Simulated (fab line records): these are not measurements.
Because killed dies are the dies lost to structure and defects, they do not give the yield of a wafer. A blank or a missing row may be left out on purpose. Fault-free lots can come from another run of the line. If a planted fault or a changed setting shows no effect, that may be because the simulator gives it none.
fab line records    flow gf180mcu    part 1 of 2: steps 1 to 32 of 45
[record] lots = 5  wafers = 15  last_day = 33
route steps=602 shown VT_IMPLANT@110 MVSD@136 NWELL@137 LVPWELL@138 MVPSD@139 DUAL_GATE@141
lots that met no fault: from a run of the same line without faults
start_h: the number of hours between the record's first day and the start of the first shown wafer of the lot    wait_h: how many hours have passed since the lot's step before this one    " same as the row above    L1.1+2: several wafers, shown together as one row    - value missing, or start not given    * or withheld: withheld    < > ~ a bound
route shown NAME@n: a module of which the file shows steps, and the number in the route of the first    usual: mean/standard deviation of fault-free wafers    same: alike in all rows    chamber/n: place in a boat    sites: per-site readings    _std_site: the values' standard deviation    _edge_site: mean of outer sites minus mean of inner sites    radius_mm: how far each site lies from the wafer's centre    mask NAME#n: copy n    behind: the tool/chamber that last shaped the wafer    hold: why the lot was held/for how many hours/how that ended    device: the n, p or np transistor that did not switch    end of line: at the end of the route, the tests of the same wafers    a step without rows: its recipe alone    killed: dies that structure and defects cost at the first sort, which is not the same as the wafer's yield    map: a wafer's dies, marking killed ones x, the rest . and places with no die _
set.NAME: setting as actually run; set.NAME@STEP: the setting as run at that earlier step    model.NAME: the simulator's own value behind a step, which no gauge read
certain route steps with their lots: each step a table, each wafer a row
services: a tool's chamber out of use, with start hour (start_h, from the record's first day; less than 0 if before it), hours out, and reason
[[steps]]
[step GF_VT_IMPLANT_STRIP_20]
[recipe] chemistry = O2/N2  power_w = 1400  pressure_mtorr = 1500  platen_temp_c = 250  o2_flow_sccm = 3000  n2_flow_sccm = 300  overash_fraction = 0.5
[usual] drypump_motor_current_A = 5.7/0.39  heater_power_w = 353/38  oes_product_au = 0.716/0.0045  strip_time_to_endpoint_s = 12.63/0.031
lot.wafer  tool             chamber  start_h  wait_h  drypump_motor_current_A  heater_power_w  oes_product_au  rf_hours_counter_h  strip_time_to_endpoint_s
L076.1     plasma_asher-04  1        140.02   0.1     5.7                      379             0.725           47                  12.62
L076.2     "                0        "        "       5.1                      411             0.720           47                  12.60
L076.4     "                1        "        "       5.7                      388             0.720           -                   12.60
L080.1     plasma_asher-03  0        162.16   0.1     6.4                      346             0.718           4                   12.64
L080.5     "                0        "        "       6.4                      352             0.718           -                   12.65
L080.6     "                1        "        "       5.6                      307             0.715           -                   12.63
L082.1     plasma_asher-02  0        179.01   0.1     5.6                      318             0.708           41                  12.61
L082.2     "                1        "        "       6.0                      349             0.713           41                  12.62
L082.5     "                0        "        "       5.6                      315             0.716           -                   12.62
L091.3     plasma_asher-03  0        238.95   0.1     6.4                      360             0.713           -                   12.65
L091.4     "                1        "        "       5.6                      310             0.723           -                   12.61
L091.6     "                1        "        "       5.6                      299             0.721           -                   12.65
L093.1     plasma_asher-04  0        244.91   0.1     5.1                      412             0.711           58                  12.61
L093.4     "                0        "        "       5.2                      416             0.716           -                   12.59
L093.5     "                0        "        "       5.2                      416             0.711           -                   12.63
[step GF_VT_IMPLANT_TW_MEAS_21]
[usual] VT_IMPLANT_2_TW = 1225/16
lot.wafer  tool           chamber  start_h  wait_h  VT_IMPLANT_2_TW
L076.1     film_metro-04  -        140.12   0.1     1222
L076.2     "              -        "        "       1215
L076.4     "              -        "        "       1216
L080.1     film_metro-01  -        162.26   0.1     1235
L080.5     "              -        "        "       1230
L080.6     "              -        "        "       1228
L082.1     film_metro-04  -        179.11   0.1     1210
L082.2     "              -        "        "       1206
L082.5     "              -        "        "       1210
L091.3     film_metro-03  -        239.03   0.1     1255
L091.4     "              -        "        "       1249
L091.6     "              -        "        "       1245
L093.1     film_metro-03  -        245.01   0.1     1245
L093.4     "              -        "        "       1240
L093.5     "              -        "        "       1234
[step GF_VT_IMPLANT_DEHYDRATE_22]
[recipe] temp_c = 200  time_s = 60
lot.wafer   tool            chamber  start_h  wait_h
L076.1+2+4  litho_track-02  0        147.27   7.1
L080.1+5+6  litho_track-02  0        169.77   7.5
L082.1+2+5  litho_track-04  0        187.04   7.9
L091.3+4+6  litho_track-04  0        247.84   8.8
L093.1+4+5  litho_track-01  0        253.38   8.4
[step GF_VT_IMPLANT_HMDS_23]
[recipe] prime_time_s = 60  prime_temp_c = 120
lot.wafer   tool            chamber  start_h  wait_h
L076.1+2+4  litho_track-02  0        147.42   0.1
L080.1+5+6  litho_track-02  0        169.92   0.1
L082.1+2+5  litho_track-04  0        187.19   0.1
L091.3+4+6  litho_track-04  0        247.99   0.1
L093.1+4+5  litho_track-01  0        253.53   0.1
[step GF_VT_IMPLANT_COAT_24]
[recipe] resist = NOVOLAK  spin_rpm = 3000  resist_thk_nm = 1000
lot.wafer   tool            chamber  start_h  wait_h
L076.1+2+4  litho_track-02  0        147.57   0.1
L080.1+5+6  litho_track-02  0        170.07   0.1
L082.1+2+5  litho_track-04  0        187.34   0.1
L091.3+4+6  litho_track-04  0        248.14   0.1
L093.1+4+5  litho_track-01  0        253.68   0.1
[step GF_VT_IMPLANT_SOFTBAKE_25]
[recipe] temp_c = 90  time_s = 60  resist = NOVOLAK
lot.wafer   tool            chamber  start_h  wait_h
L076.1+2+4  litho_track-02  0        147.72   0.1
L080.1+5+6  litho_track-02  0        170.22   0.1
L082.1+2+5  litho_track-04  0        187.49   0.1
L091.3+4+6  litho_track-04  0        248.29   0.1
L093.1+4+5  litho_track-01  0        253.83   0.1
[step GF_VT_IMPLANT_EXPOSE_26]
[recipe] mask_id = LVPWELL_HV_AREA  target_cd_nm = 860  na = 0.6  source_shape = conventional  sigma_outer = 0.6  dose_mj = 140
lot.wafer   tool              chamber  start_h  wait_h  mask
L076.1+2+4  iline_stepper-01  0        -        -       LVPWELL_HV_AREA#0
L080.1+5+6  iline_stepper-02  0        -        -       LVPWELL_HV_AREA#0
L082.1+2+5  iline_stepper-02  0        -        -       LVPWELL_HV_AREA#0
L091.3+4+6  iline_stepper-01  0        -        -       LVPWELL_HV_AREA#0
L093.1+4+5  iline_stepper-01  0        -        -       LVPWELL_HV_AREA#0
[step GF_VT_IMPLANT_PEB_27]
[recipe] temp_c = withheld  time_s = *  resist = NOVOLAK
lot.wafer   tool            chamber  start_h  wait_h
L076.1+2+4  litho_track-02  0        -        -
L080.1+5+6  litho_track-01  0        -        -
L082.1+2+5  litho_track-02  0        -        -
L091.3+4+6  litho_track-01  0        -        -
L093.1+4+5  litho_track-02  0        -        -
[step GF_VT_IMPLANT_DEVELOP_28]
[recipe] develop_time_s = 60  dev_temp_c = 23
lot.wafer   tool            chamber  start_h  wait_h
L076.1+2+4  litho_track-02  0        155.22   0.1
L080.1+5+6  litho_track-01  0        178.23   0.1
L082.1+2+5  litho_track-02  0        196.12   0.1
L091.3+4+6  litho_track-01  0        256.98   0.1
L093.1+4+5  litho_track-02  0        263.42   0.1
[step GF_VT_IMPLANT_OVL_MEAS_29]
[usual] VT_IMPLANT_02_OVL = 0.0/1.4
lot.wafer  tool        chamber  start_h  wait_h  VT_IMPLANT_02_OVL[nm]
L076.1     overlay-01  -        155.37   0.1     -2.1
L076.2     "           -        "        "       -2.5
L076.4     "           -        "        "       -1.1
L080.1     overlay-02  -        178.38   0.1     1.2
L080.5     "           -        "        "       0.4
L080.6     "           -        "        "       1.5
L082.1     overlay-02  -        196.27   0.1     0.4
L082.2     "           -        "        "       -1.4
L082.5     "           -        "        "       -0.5
L091.3     overlay-02  -        257.09   0.1     -0.1
L091.4     "           -        "        "       -0.2
L091.6     "           -        "        "       0.6
L093.1     overlay-01  -        263.57   0.1     1.4
L093.4     "           -        "        "       0.9
L093.5     "           -        "        "       1.7
[step GF_VT_IMPLANT_IMPLANT_30]
[recipe] species = B  energy_kev = 25  dose_cm2 = 2.534e+12  tilt_deg = 7
[usual] beam_on_s = 9.97/0.21
lot.wafer  tool          chamber  start_h  wait_h  beam_on_s
L076.1     implanter-01  0        155.41   0.0     10.31
L076.2     "             0        "        "       10.21
L076.4     "             0        "        "       9.95
L080.1     implanter-04  0        178.41   0.0     10.21
L080.5     "             0        "        "       9.60
L080.6     "             0        "        "       10.31
L082.1     implanter-03  0        196.31   0.0     10.25
L082.2     "             0        "        "       9.83
L082.5     "             0        "        "       10.25
L091.3     implanter-04  0        257.16   0.1     10.11
L091.4     "             0        "        "       9.68
L091.6     "             0        "        "       9.99
L093.1     implanter-03  0        263.61   0.0     9.99
L093.4     "             0        "        "       9.93
L093.5     "             0        "        "       10.36
[step GF_VT_IMPLANT_STRIP_31]
[recipe] chemistry = O2/N2  power_w = 1400  pressure_mtorr = 1500  platen_temp_c = 250  o2_flow_sccm = 3000  n2_flow_sccm = 300  overash_fraction = 0.5
[usual] drypump_motor_current_A = 5.8/0.37  heater_power_w = 352/38  oes_product_au = 0.716/0.0046  strip_time_to_endpoint_s = 12.63/0.033
lot.wafer  tool             chamber  start_h  wait_h  drypump_motor_current_A  heater_power_w  oes_product_au  rf_hours_counter_h  strip_time_to_endpoint_s
L076.1     plasma_asher-03  0        155.56   0.1     6.4                      355             0.710           4                   12.62
L076.2     "                1        "        "       5.6                      305             0.716           4                   12.55
L076.4     "                1        "        "       5.6                      309             0.714           -                   12.58
L080.1     plasma_asher-04  1        178.56   0.1     5.7                      379             0.714           51                  12.63
L080.5     "                0        "        "       5.2                      417             0.723           -                   12.61
L080.6     "                1        "        "       5.7                      391             0.717           -                   12.67
L082.1     plasma_asher-02  1        196.46   0.1     6.0                      355             0.713           42                  12.69
L082.2     "                0        "        "       5.6                      317             0.708           42                  12.66
L082.5     "                0        "        "       5.6                      317             0.713           -                   12.67
L091.3     plasma_asher-03  1        257.30   0.1     5.6                      312             0.719           -                   12.65
L091.4     "                0        "        "       6.4                      350             0.712           -                   12.64
L091.6     "                1        "        "       5.6                      311             0.718           -                   12.65
L093.1     plasma_asher-02  0        263.76   0.1     5.6                      323             0.718           51                  12.63
L093.4     "                1        "        "       6.0                      354             0.711           -                   12.63
L093.5     "                0        "        "       5.6                      326             0.722           -                   12.62
[step GF_VT_IMPLANT_TW_MEAS_32]
[usual] VT_IMPLANT_3_TW = 272/4.1
lot.wafer  tool           chamber  start_h  wait_h  VT_IMPLANT_3_TW
L076.1     film_metro-01  -        155.66   0.1     273
L076.2     "              -        "        "       271
L076.4     "              -        "        "       272
L080.1     film_metro-03  -        178.66   0.1     273
L080.5     "              -        "        "       273
L080.6     "              -        "        "       274
L082.1     film_metro-03  -        196.56   0.1     276
L082.2     "              -        "        "       275
L082.5     "              -        "        "       276
L091.3     film_metro-04  -        257.41   0.1     267
L091.4     "              -        "        "       267
L091.6     "              -        "        "       265
L093.1     film_metro-04  -        263.86   0.1     267
L093.4     "              -        "        "       267
L093.5     "              -        "        "       267
[step GF_VT_IMPLANT_DEHYDRATE_33]
[recipe] temp_c = 200  time_s = 60
lot.wafer   tool            chamber  start_h  wait_h
L076.1+2+4  litho_track-04  0        163.29   7.6
L080.1+5+6  litho_track-01  0        186.53   7.9
L082.1+2+5  litho_track-02  0        204.12   7.6
L091.3+4+6  litho_track-02  0        266.12   8.7
L093.1+4+5  litho_track-01  0        272.88   9.0
[step GF_VT_IMPLANT_HMDS_34]
[recipe] prime_time_s = 60  prime_temp_c = 120
lot.wafer   tool            chamber  start_h  wait_h
L076.1+2+4  litho_track-04  0        163.44   0.1
L080.1+5+6  litho_track-01  0        186.68   0.1
L082.1+2+5  litho_track-02  0        204.27   0.1
L091.3+4+6  litho_track-02  0        266.27   0.1
L093.1+4+5  litho_track-01  0        273.03   0.1
[step GF_VT_IMPLANT_COAT_35]
[recipe] resist = NOVOLAK  spin_rpm = 3000  resist_thk_nm = 1000
lot.wafer   tool            chamber  start_h  wait_h
L076.1+2+4  litho_track-04  0        163.59   0.1
L080.1+5+6  litho_track-01  0        186.83   0.1
L082.1+2+5  litho_track-02  0        204.42   0.1
L091.3+4+6  litho_track-02  0        266.42   0.1
L093.1+4+5  litho_track-01  0        273.18   0.1
[step GF_VT_IMPLANT_SOFTBAKE_36]
[recipe] temp_c = 90  time_s = 60  resist = NOVOLAK
lot.wafer   tool            chamber  start_h  wait_h
L076.1+2+4  litho_track-04  0        163.74   0.1
L080.1+5+6  litho_track-01  0        186.98   0.1
L082.1+2+5  litho_track-02  0        204.57   0.1
L091.3+4+6  litho_track-02  0        266.57   0.1
L093.1+4+5  litho_track-01  0        273.33   0.1
[step GF_VT_IMPLANT_EXPOSE_37]
[recipe] mask_id = Nwell_HV_AREA  target_cd_nm = 860  na = 0.6  source_shape = conventional  sigma_outer = 0.6  dose_mj = 140
lot.wafer   tool              chamber  start_h  wait_h  mask
L076.1+2+4  iline_stepper-02  0        -        -       Nwell_HV_AREA#0
L080.1+5+6  iline_stepper-01  0        -        -       Nwell_HV_AREA#0
L082.1+2+5  iline_stepper-01  0        -        -       Nwell_HV_AREA#0
L091.3+4+6  iline_stepper-02  0        -        -       Nwell_HV_AREA#0
L093.1+4+5  iline_stepper-02  0        -        -       Nwell_HV_AREA#0
[step GF_VT_IMPLANT_PEB_38]
[recipe] temp_c = withheld  time_s = *  resist = NOVOLAK
lot.wafer   tool            chamber  start_h  wait_h
L076.1+2+4  litho_track-01  0        -        -
L080.1+5+6  litho_track-01  0        -        -
L082.1+2+5  litho_track-04  0        -        -
L091.3+4+6  litho_track-02  0        -        -
L093.1+4+5  litho_track-01  0        -        -
[step GF_VT_IMPLANT_DEVELOP_39]
[recipe] develop_time_s = 60  dev_temp_c = 23
lot.wafer   tool            chamber  start_h  wait_h
L076.1+2+4  litho_track-01  0        171.73   0.1
L080.1+5+6  litho_track-01  0        195.03   0.1
L082.1+2+5  litho_track-04  0        213.09   0.1
L091.3+4+6  litho_track-02  0        275.72   0.1
L093.1+4+5  litho_track-01  0        283.03   0.1
[step GF_VT_IMPLANT_OVL_MEAS_40]
[usual] VT_IMPLANT_03_OVL = 2.0/1.4
lot.wafer  tool        chamber  start_h  wait_h  VT_IMPLANT_03_OVL[nm]
L076.1     overlay-02  -        171.88   0.1     1.3
L076.2     "           -        "        "       1.5
L076.4     "           -        "        "       2.4
L080.1     overlay-02  -        195.18   0.1     3.2
L080.5     "           -        "        "       2.6
L080.6     "           -        "        "       4.3
L082.1     overlay-02  -        213.24   0.1     1.1
L082.2     "           -        "        "       0.5
L082.5     "           -        "        "       1.1
L091.3     overlay-01  -        275.83   0.1     1.6
L091.4     "           -        "        "       1.5
L091.6     "           -        "        "       0.8
L093.1     overlay-02  -        283.18   0.1     1.3
L093.4     "           -        "        "       2.1
L093.5     "           -        "        "       2.8
[step GF_VT_IMPLANT_IMPLANT_41]
[recipe] species = As  energy_kev = 70  dose_cm2 = 1.013e+12  tilt_deg = 7
[usual] beam_on_s = 10.02/0.2
lot.wafer  tool          chamber  start_h  wait_h  beam_on_s
L076.1     implanter-01  0        171.91   0.0     10.33
L076.2     "             0        "        "       10.11
L076.4     "             0        "        "       9.82
L080.1     implanter-04  0        195.21   0.0     10.16
L080.5     "             0        "        "       9.91
L080.6     "             0        "        "       10.07
L082.1     implanter-01  0        213.27   0.0     10.00
L082.2     "             0        "        "       9.80
L082.5     "             0        "        "       10.27
L091.3     implanter-04  0        275.91   0.1     9.96
L091.4     "             0        "        "       9.85
L091.6     "             0        "        "       9.78
L093.1     implanter-04  0        283.21   0.0     9.93
L093.4     "             0        "        "       10.11
L093.5     "             0        "        "       9.65
[step GF_VT_IMPLANT_STRIP_42]
[recipe] chemistry = O2/N2  power_w = 1400  pressure_mtorr = 1500  platen_temp_c = 250  o2_flow_sccm = 3000  n2_flow_sccm = 300  overash_fraction = 0.5
[usual] drypump_motor_current_A = 5.8/0.4  heater_power_w = 354/39  oes_product_au = 0.716/0.005  strip_time_to_endpoint_s = 12.64/0.036
lot.wafer  tool             chamber  start_h  wait_h  drypump_motor_current_A  heater_power_w  oes_product_au  rf_hours_counter_h  strip_time_to_endpoint_s
L076.1     plasma_asher-02  0        172.06   0.1     5.6                      311             0.720           40                  12.60
L076.2     "                1        "        "       6.0                      353             0.720           40                  12.57
L076.4     "                1        "        "       6.0                      352             0.728           -                   12.59
L080.1     plasma_asher-02  1        195.36   0.1     6.0                      345             0.718           42                  12.62
L080.5     "                0        "        "       5.6                      316             0.714           -                   12.62
L080.6     "                1        "        "       6.0                      348             0.719           -                   12.62
L082.1     plasma_asher-04  1        213.42   0.1     5.7                      377             0.713           55                  12.66
L082.2     "                0        "        "       5.2                      418             0.716           55                  12.64
L082.5     "                0        "        "       5.2                      417             0.722           -                   12.68
L091.3     plasma_asher-04  0        276.04   0.1     5.2                      430             0.712           -                   12.69
L091.4     "                1        "        "       5.7                      383             0.717           -                   12.71
L091.6     "                0        "        "       5.2                      407             0.721           -                   12.71
L093.1     plasma_asher-04  0        283.36   0.1     5.2                      427             0.709           63                  12.59
L093.4     "                1        "        "       5.8                      392             0.718           -                   12.61
L093.5     "                1        "        "       5.7                      392             0.723           -                   12.59
[step GF_VT_IMPLANT_TW_MEAS_43]
[usual] VT_IMPLANT_4_TW = 696/10
lot.wafer  tool           chamber  start_h  wait_h  VT_IMPLANT_4_TW
L076.1     film_metro-04  -        172.16   0.1     687
L076.2     "              -        "        "       685
L076.4     "              -        "        "       686
L080.1     film_metro-04  -        195.46   0.1     687
L080.5     "              -        "        "       690
L080.6     "              -        "        "       686
L082.1     film_metro-04  -        213.52   0.1     686
L082.2     "              -        "        "       686
L082.5     "              -        "        "       684
L091.3     film_metro-03  -        276.13   0.1     710
L091.4     "              -        "        "       707
L091.6     "              -        "        "       705
L093.1     film_metro-04  -        283.46   0.1     684
L093.4     "              -        "        "       688
L093.5     "              -        "        "       686
[step GF_VT_IMPLANT_CLEAN_44]
[recipe] chemistry = SC1/SC2  mix = 1:4:20  temp_c = 70  time_s = 150  dry = n2_spin
lot.wafer   tool          chamber  start_h  wait_h
L076.1+2+4  wet_bench-04  3        172.22   0.1
L080.1+5+6  wet_bench-03  3        195.52   0.1
L082.1+2+5  wet_bench-04  2        213.58   0.1
L091.3+4+6  wet_bench-03  2        276.17   0.0
L093.1+4+5  wet_bench-03  0        283.52   0.1
[step GF_VT_IMPLANT_RTA_45]
[recipe] temp_c = 1050  time_s = 30  ambient = N2
[usual] lamp_power_pct = 38/4.2  wafer_temp_C_max = 1055.5/1.1
lot.wafer  tool           chamber  start_h  wait_h  lamp_power_pct  wafer_temp_C_max
L076.1     rtp_anneal-02  0        172.27   0.0     41              1054.5
L076.2     "              0        "        "       41              1056.3
L076.4     "              0        "        "       41              1054.4
L080.1     rtp_anneal-01  0        195.57   0.0     33              1055.7
L080.5     "              0        "        "       33              1056.5
L080.6     "              0        "        "       33              1054.4
L082.1     rtp_anneal-02  0        213.63   0.0     41              1055.6
L082.2     "              0        "        "       41              1056.3
L082.5     "              0        "        "       41              1054.5
L091.3     rtp_anneal-02  0        276.30   0.0     41              1055.7
L091.4     "              0        "        "       41              1054.3
L091.6     "              0        "        "       41              1058.5
L093.1     rtp_anneal-02  0        283.62   0.0     41              1055.3
L093.4     "              0        "        "       41              1054.6
L093.5     "              0        "        "       41              1055.6
[step GF_VT_IMPLANT_RS_MEAS_46]
[recipe] thk_meas_gauge = four-point-probe
[usual] MVSD_RS = 456.6/1.3
lot.wafer  tool           chamber  start_h  wait_h  MVSD_RS[ohm/sq]
L076.1     film_metro-01  -        172.37   0.1     456.0
L076.2     "              -        "        "       455.9
L076.4     "              -        "        "       456.0
L080.1     film_metro-03  -        195.67   0.1     456.9
L080.5     "              -        "        "       457.7
L080.6     "              -        "        "       457.2
L082.1     film_metro-01  -        213.73   0.1     456.0
L082.2     "              -        "        "       454.9
L082.5     "              -        "        "       457.0
L091.3     film_metro-01  -        276.41   0.1     455.8
L091.4     "              -        "        "       457.3
L091.6     "              -        "        "       457.8
L093.1     film_metro-03  -        283.72   0.1     455.4
L093.4     "              -        "        "       456.7
L093.5     "              -        "        "       455.2
[step GF_VT_IMPLANT_RS_MEAS_47]
[recipe] thk_meas_gauge = four-point-probe
[usual] NWELL_RS = 487.3/1.3
lot.wafer  tool           chamber  start_h  wait_h  NWELL_RS[ohm/sq]
L076.1     film_metro-01  -        172.49   0.1     488.4
L076.2     "              -        "        "       487.1
L076.4     "              -        "        "       487.2
L080.1     film_metro-03  -        195.79   0.1     488.4
L080.5     "              -        "        "       488.9
L080.6     "              -        "        "       487.9
L082.1     film_metro-01  -        213.85   0.1     488.7
L082.2     "              -        "        "       488.0
L082.5     "              -        "        "       488.3
L091.3     film_metro-01  -        276.53   0.1     487.5
L091.4     "              -        "        "       486.9
L091.6     "              -        "        "       487.0
L093.1     film_metro-03  -        283.84   0.1     486.2
L093.4     "              -        "        "       487.5
L093.5     "              -        "        "       487.5
[step GF_VT_IMPLANT_RS_MEAS_48]
[recipe] thk_meas_gauge = four-point-probe
[usual] LVPWELL_RS = 1196.1/2.8
lot.wafer  tool           chamber  start_h  wait_h  LVPWELL_RS[ohm/sq]
L076.1     film_metro-01  -        172.61   0.1     1197.7
L076.2     "              -        "        "       1196.3
L076.4     "              -        "        "       1199.1
L080.1     film_metro-03  -        195.91   0.1     1199.6
L080.5     "              -        "        "       1196.6
L080.6     "              -        "        "       1200.6
L082.1     film_metro-01  -        213.97   0.1     1190.4
L082.2     "              -        "        "       1195.8
L082.5     "              -        "        "       1193.9
L091.3     film_metro-01  -        276.65   0.1     1190.8
L091.4     "              -        "        "       1194.6
L091.6     "              -        "        "       1194.2
L093.1     film_metro-03  -        283.96   0.1     1194.0
L093.4     "              -        "        "       1195.4
L093.5     "              -        "        "       1195.0
[step GF_VT_IMPLANT_RS_MEAS_49]
[recipe] thk_meas_gauge = four-point-probe
[usual] MVPSD_RS = 1167/3.1
lot.wafer  tool           chamber  start_h  wait_h  MVPSD_RS[ohm/sq]
L076.1     film_metro-01  -        172.73   0.1     1163
L076.2     "              -        "        "       1167
L076.4     "              -        "        "       1161
L080.1     film_metro-03  -        196.03   0.1     1167
L080.5     "              -        "        "       1167
L080.6     "              -        "        "       1165
L082.1     film_metro-01  -        214.09   0.1     1165
L082.2     "              -        "        "       1170
L082.5     "              -        "        "       1167
L091.3     film_metro-01  -        276.77   0.1     1165
L091.4     "              -        "        "       1163
L091.6     "              -        "        "       1166
L093.1     film_metro-03  -        284.08   0.1     1170
L093.4     "              -        "        "       1168
L093.5     "              -        "        "       1170
[step GF_VT_IMPLANT_WET_ETCH_50]
[recipe] chemistry = dHF  target_depth_nm = 20  target = SiO2  temp_c = 25  dilution = 100:1  time_s = 400
lot.wafer   tool          chamber  start_h  wait_h
L076.1+2+4  wet_bench-04  0        172.85   0.1
L080.1+5+6  wet_bench-03  3        196.15   0.1
L082.1+2+5  wet_bench-01  1        214.21   0.1
L091.3+4+6  wet_bench-01  1        276.85   0.1
L093.1+4+5  wet_bench-01  1        284.20   0.1
[step GF_DUAL_GATE_CLEAN_00]
[recipe] chemistry = SC1/SC2  mix = 1:4:20  temp_c = 70  time_s = 150
lot.wafer   tool          chamber  start_h  wait_h
L076.1+2+4  wet_bench-01  1        172.97   0.0
L080.1+5+6  wet_bench-04  1        196.27   0.0
L082.1+2+5  wet_bench-03  1        214.33   0.0
L091.3+4+6  wet_bench-04  1        276.97   0.0
L093.1+4+5  wet_bench-01  2        284.32   0.0
